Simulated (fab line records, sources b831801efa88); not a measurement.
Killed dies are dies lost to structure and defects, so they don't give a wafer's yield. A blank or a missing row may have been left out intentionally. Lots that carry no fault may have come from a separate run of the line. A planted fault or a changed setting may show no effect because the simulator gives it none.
A struck lot beside a sound one || flow sky130 || 23 out of 708 route steps
Sound: the wafers L242.1, L242.5, L242.6. Wafers L237.2, L237.3, L237.6 were the ones struck. Last of all comes the cause.
Order at every step that has rows: each side's tool, ch and its chambers, its first start. Under that, the readings that differ: sound wafers || struck wafers || difference of the means || sigmas: that difference in standard deviations of wafers without a fault.
alike: readings with means less than 2 such deviations apart, plus words and numbers identical on both sides. not compared: withheld readings, readings lacking a value on some wafer, bounds such as >300 that could conceal the same value, and numbers that have no deviation in the record and whose values overlap.
Wherever a step has rows on one side only, a row that says differs or no value, or a row with sigmas, the two part there. Numbers that don't overlap but have no deviation are shown without sigmas and don't part them. A reading missing from all wafers of one side parts the sides only when that side holds two or more wafers.

first, 6 steps without rows for these wafers: SKY_VT_ADJUST_LVTN_HMDS_12 (prime time 60 s); SKY_VT_ADJUST_LVTN_COAT_13 (resist thk 1140 nm); SKY_VT_ADJUST_LVTN_SOFTBAKE_14 (time 60 s); SKY_VT_ADJUST_LVTN_EXPOSE_15 (exposes mask HVN STD DERIVED, target cd 600 nm); SKY_VT_ADJUST_LVTN_PEB_16; SKY_VT_ADJUST_LVTN_DEVELOP_17 (develop time 60 s).
SKY_VT_ADJUST_LVTN_OVL_MEAS_18:
  sound on overlay-01 at day 12 20:12; struck on overlay-02 at day 10 22:43
  alike: VT_ADJUST_LVTN_01_OVL
then, 1 step without rows for these wafers: SKY_VT_ADJUST_LVTN_IMPLANT_19.
SKY_VT_ADJUST_LVTN_STRIP_20: strips in O2/N2.
  sound on plasma-asher-04 ch 0,1, day 12 20:23; struck on plasma-asher-02 ch 0,1, day 10 22:56
  alike: drypump-motor-current-A, n2-flow-sccm, oes-product-au, strip-time-to-endpoint-s
  not compared: rf-hours-counter-h
SKY_VT_ADJUST_LVTN_TW_MEAS_21:
  sound on film-metro-04 at day 12 20:29; struck on film-metro-02 at day 10 23:03
  alike: VT_ADJUST_LVTN_2_TW
then, 2 steps without rows for these wafers: SKY_VT_ADJUST_NCORE_DEHYDRATE_00 (time 60 s); SKY_VT_ADJUST_NCORE_HMDS_01 (prime time 60 s).
SKY_VT_ADJUST_NCORE_COAT_02: resist thk 1140 nm.
  sound on litho-track-01 ch 0, day 13 08:55; struck on litho-track-03 ch 0, day 11 10:01
{"reading": "model.NOVOLAK_of_VT_ADJUST_NCORE_COAT_02.thk-nm (nm)", "sound": "1140 1143 1136", "struck": "1188 1184 1187", "difference": "+47", "sigmas": ""}
then, 3 steps without rows for these wafers: SKY_VT_ADJUST_NCORE_SOFTBAKE_03 (time 60 s); SKY_VT_ADJUST_NCORE_EXPOSE_04 (exposes mask LVTN COMPLEMENT THIN, target cd 380 nm); SKY_VT_ADJUST_NCORE_PEB_05.
SKY_VT_ADJUST_NCORE_DEVELOP_06: develop time 60 s.
  sound on litho-track-01 ch 0, day 13 20:52; struck on litho-track-01 ch 0, day 11 22:14
{"reading": "model.NOVOLAK_of_VT_ADJUST_NCORE_COAT_02.thk-nm (nm)", "sound": "1140 1142 1136", "struck": "1187 1184 1186", "difference": "+46", "sigmas": ""}
SKY_VT_ADJUST_NCORE_CD_MEAS_07: target cd 380 nm.
  sound on cd-sem-02 at day 13 21:01; struck on cd-sem-02 at day 11 22:23
  alike: cd-nm
SKY_VT_ADJUST_NCORE_OVL_MEAS_08:
  sound on overlay-02 at day 13 21:08; struck on overlay-02 at day 11 22:29
  alike: VT_ADJUST_NCORE_OVL
then, 1 step without rows for these wafers: SKY_VT_ADJUST_NCORE_IMPLANT_09.
SKY_VT_ADJUST_NCORE_STRIP_10: strips in O2/N2.
  sound on plasma-asher-01 ch 0,1, day 13 21:19; struck on plasma-asher-02 ch 0, day 11 22:40
{"reading": "strip-time-to-endpoint-s (s)", "sound": "14.18 14.21 14.14", "struck": "14.70 14.65 14.69", "difference": "+0.50", "sigmas": "+14"}
  alike: drypump-motor-current-A, n2-flow-sccm, oes-product-au
  not compared: rf-hours-counter-h
SKY_VT_ADJUST_NCORE_TW_MEAS_11:
  sound on film-metro-03 at day 13 21:25; struck on film-metro-02 at day 11 22:47
{"reading": "VT_ADJUST_NCORE_TW", "sound": "215.9 214.9 214.2", "struck": "221.1 220.9 221.1", "difference": "+6.0", "sigmas": "+3"}
-- record jumps: 37 days separate the struck wafers' starts on either side; left off in module VT_ADJUST_NCORE, taken up again in module PAD_OPEN, whose first shown step is the route's number 708 --
SKY_PAD_OPEN_PROBE_99:
  sound on prober-02 at day 50 03:07; struck on prober-01 at day 48 16:07
  alike: killed_at_M0_to_M3, killed_at_M4_up, killed-at-contacts, killed-at-front-end, killed-at-other, killed-dies, killed-on-rim, killed-open, killed-short

## WHERE THEY PART
Last at SKY_VT_ADJUST_NCORE_TW_MEAS_11 as far as this record goes, first at SKY_VT_ADJUST_NCORE_STRIP_10. Later steps at which nothing parts them and some readings are alike: SKY_PAD_OPEN_PROBE_99.

WHY: the cause the simulator had injected
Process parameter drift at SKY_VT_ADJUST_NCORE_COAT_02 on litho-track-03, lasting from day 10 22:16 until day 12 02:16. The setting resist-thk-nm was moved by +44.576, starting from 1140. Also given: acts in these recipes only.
